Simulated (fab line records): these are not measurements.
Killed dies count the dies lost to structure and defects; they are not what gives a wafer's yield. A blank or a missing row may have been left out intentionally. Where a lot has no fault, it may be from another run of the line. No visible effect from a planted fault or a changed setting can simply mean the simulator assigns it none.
The same fault as seen by 2 desks || flow sky130 || only its own numbers are on each desk; what lay behind them is given at the end

== FOR THE TOOL OWNER'S DESK: cvdW-01 ==
The tool's own readings at SKY_VIA2_CVD_21 (deposits W, target thk 420 nm, time 126.4 s): means of the sampled wafers that have a number, for each lot that ran on this tool. A lot is out of limits, marked OUT, if its mean lies more than 4 standard deviations from the usual mean; the brackets give that distance.
Columns: A = heaterPowerW at SKY_VIA2_CVD_21, usual 858 W
{"lot": "L377", "first seen here": "day 37 12:00", "A": 808}
{"lot": "L379", "first seen here": "day 38 11:31", "A": 840}
{"lot": "L383", "first seen here": "day 39 17:28", "A": 836}
{"lot": "L390", "first seen here": "day 41 02:37", "A": 813}
{"lot": "L388", "first seen here": "day 41 04:37", "A": 788}
{"lot": "L391", "first seen here": "day 41 05:10", "A": 786}
{"lot": "L393", "first seen here": "day 41 12:26", "A": 840}
This desk's finding: nothing out of limits on any of the 7 lots.

== METROLOGY DESK ==
Means of the sampled wafers that have a number, per lot and without regard to the tool the lot ran on: this is what the gauges read. A lot is out of limits, marked OUT, if its mean lies more than 4 standard deviations from the usual mean; the brackets give that distance.
Columns: A = VIA2_W_RS at SKY_VIA2_RS_MEAS_22, usual 0.272 ohm/sq; B = VIA2_W_THK at SKY_VIA2_THK_MEAS_23, usual 434 nm
{"lot": "L377", "first seen here": "day 37 12:08", "A": 0.273, "B": 433}
{"lot": "L378", "first seen here": "day 37 12:51", "A": 0.275, "B": 429}
{"lot": "L379", "first seen here": "day 38 11:38", "A": 0.274, "B": 428}
{"lot": "L383", "first seen here": "day 39 17:36", "A": 0.275, "B": 426}
{"lot": "L390", "first seen here": "day 41 02:45", "A": 0.273, "B": 436}
{"lot": "L388", "first seen here": "day 41 04:44", "A": "0.312 (+13) OUT", "B": "389 (-6.6) OUT"}
{"lot": "L391", "first seen here": "day 41 05:19", "A": "0.313 (+14) OUT", "B": "386 (-7.0) OUT"}
{"lot": "L392", "first seen here": "day 41 05:47", "A": 0.270, "B": 441}
{"lot": "L389", "first seen here": "day 41 06:53", "A": 0.275, "B": 433}
{"lot": "L393", "first seen here": "day 41 12:35", "A": "0.309 (+12) OUT", "B": "389 (-6.5) OUT"}
{"lot": "L399", "first seen here": "day 42 23:27", "A": 0.269, "B": 431}
This desk's finding: out of limits on L388, L391, L393; first on L388, day 41 04:44 (VIA2_W_RS at SKY_VIA2_RS_MEAS_22). L377, L378, L379, L383, L390, L392, L389, L399 stayed within limits.

== TAKEN TOGETHER ==
L388, L391, L393 would have let the metrology desk raise an alarm at day 41 04:44.
The desk of the tool owner found nothing out of limits.
The tool owner's desk has L388, L391, L393 on record, within its limits.
All the named lots went through SKY_VIA2_CVD_21 on cvdW-01.

== WHAT WAS PUT IN BY THE SIMULATOR ==
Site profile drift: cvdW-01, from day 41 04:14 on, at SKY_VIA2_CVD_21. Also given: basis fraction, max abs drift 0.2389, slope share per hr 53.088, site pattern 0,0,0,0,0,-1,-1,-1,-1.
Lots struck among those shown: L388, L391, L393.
Hours from the fault's start to each desk's first reading out of limits: the metrology desk, 0.
